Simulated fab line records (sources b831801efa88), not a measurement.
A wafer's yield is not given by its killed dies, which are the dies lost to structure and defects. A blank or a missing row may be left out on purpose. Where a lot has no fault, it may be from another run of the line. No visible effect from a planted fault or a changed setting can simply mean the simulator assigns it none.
Comparing a struck lot with a sound one	flow sfqLine	14 out of 325 route steps
Sound: these wafers, L401.1, L401.4, L401.6. Struck: wafers L391.1, L391.2, L391.3. Last of all comes the cause.
For every step that has rows: the tool of each side, followed by ch and its chambers, followed by its first start. Under that, the readings that differ: sound wafers	struck wafers	difference of the means	sigmas: that difference in standard deviations of wafers without a fault.
alike: words and numbers the same on both sides, and readings whose means are apart by under 2 such deviations; not compared: readings that were withheld, readings missing a value for some wafer, numbers with overlapping values and no deviation given by the record, and bounds like >300 which may hide the same value.
Wherever a step has rows on one side only, a row that says differs or no value, or a row with sigmas, the two part there. When numbers do not overlap yet have no deviation, they are printed without sigmas and do not part them. A reading that every wafer of one side lacks parts them only if that side has two wafers or more.

SFQ_TRILAYER_M2_BARC_OPEN_METAL_ETCH_077: etches BARC in O2, target depth 125 nm, time 41.7 s.
  sound on rieMetal-04 ch 0,1, day 24 09:51; struck on rieMetal-02 ch 0,1, day 21 07:55
reading	sound	struck	difference	sigmas
drypumpMotorCurrentA (A)	5.1 4.8 4.8	5.9 5.8 5.9	+1.0	+2
  alike: oesProductAu
  not compared: rfHoursCounterH
SFQ_TRILAYER_M2_ETCH_METAL_ETCH_060: etches Nb in Cl2/Ar, stops on SiO2, target depth 240 nm, time 120 s.
  sound on rieMetal-04 ch 0,1, day 24 09:55; struck on rieMetal-02 ch 0,1, day 21 07:59
reading	sound	struck	difference	sigmas
drypumpMotorCurrentA (A)	5.1 4.9 4.8	6.0 5.8 5.9	+1.0	+2
  alike: oesProductAu
  not compared: rfHoursCounterH
SFQ_TRILAYER_M2_STRIP_STRIP_061: strips in O2.
  sound on rieMetal-04 ch 0,1, day 24 10:02; struck on rieMetal-02 ch 0,1, day 21 08:07
reading	sound	struck	difference	sigmas
drypumpMotorCurrentA (A)	5.0 4.9 4.8	5.9 5.8 5.9	+1.0	+2
  alike: oesProductAu
  not compared: rfHoursCounterH
then, 1 step without rows for these wafers: SFQ_TRILAYER_M2_STRIP_SOLV_CLEAN_062 (cleans in NMP, time 600 s).
SFQ_TRILAYER_I2_DEP_PECVD_063: deposits SiO2 from SiH4/N2O, time 111.11 s, target thk 500 nm.
  sound on pecvd-03 ch 0,2, day 24 10:59; struck on pecvd-02 ch 0,1,2, day 21 08:54
  alike: heaterPowerOuterW, heaterPowerW, throttleValvePct
then, 1 step without rows for these wafers: SFQ_TRILAYER_I2_CMP_CMP_064 (polishes SiO2).
SFQ_I2_BOW_MEAS_917:
  struck on filmMetro-01, day 22 00:10; sound on filmMetro-01, day 25 04:58
  alike: I2_BOW
SFQ_TRILAYER_I2_METRO_MEASURE_065:
  struck on filmMetro-01, day 22 00:17; sound on filmMetro-01, day 25 05:05
  alike: thkNm
then, 4 steps without rows for these wafers: SFQ_TRILAYER_I2_VIA_LITHO_COAT_072 (resist thk 62 nm); SFQ_TRILAYER_I2_VIA_LITHO_COAT_067 (resist thk 650 nm); SFQ_TRILAYER_I2_VIA_LITHO_SOFTBAKE_071; SFQ_TRILAYER_I2_VIA_LITHO_EXPOSE_068 (exposes mask I2, target cd 500 nm).
-- the record jumps here: 4 days lie between the struck wafers' starts before and after --
SFQ_TRILAYER_I2_VIA_LITHO_PEB_070: peb time 60 s.
  sound on lithoTrack-02 ch 0, day 29 12:40; struck on lithoTrack-03, day 26 07:34
  no value came back on the struck wafers for chillPlateTempC (C), exhaustPa (Pa); on the sound wafers chillPlateTempC (C) reads 23.04 22.99 23.11
then, 1 step without rows for these wafers: SFQ_TRILAYER_I2_VIA_LITHO_DEVELOP_069 (time 60 s).

## WHERE THEY PART
First at SFQ_TRILAYER_M2_BARC_OPEN_METAL_ETCH_077; last, within this record, at SFQ_TRILAYER_I2_VIA_LITHO_PEB_070.

WHY: what the simulator had put in
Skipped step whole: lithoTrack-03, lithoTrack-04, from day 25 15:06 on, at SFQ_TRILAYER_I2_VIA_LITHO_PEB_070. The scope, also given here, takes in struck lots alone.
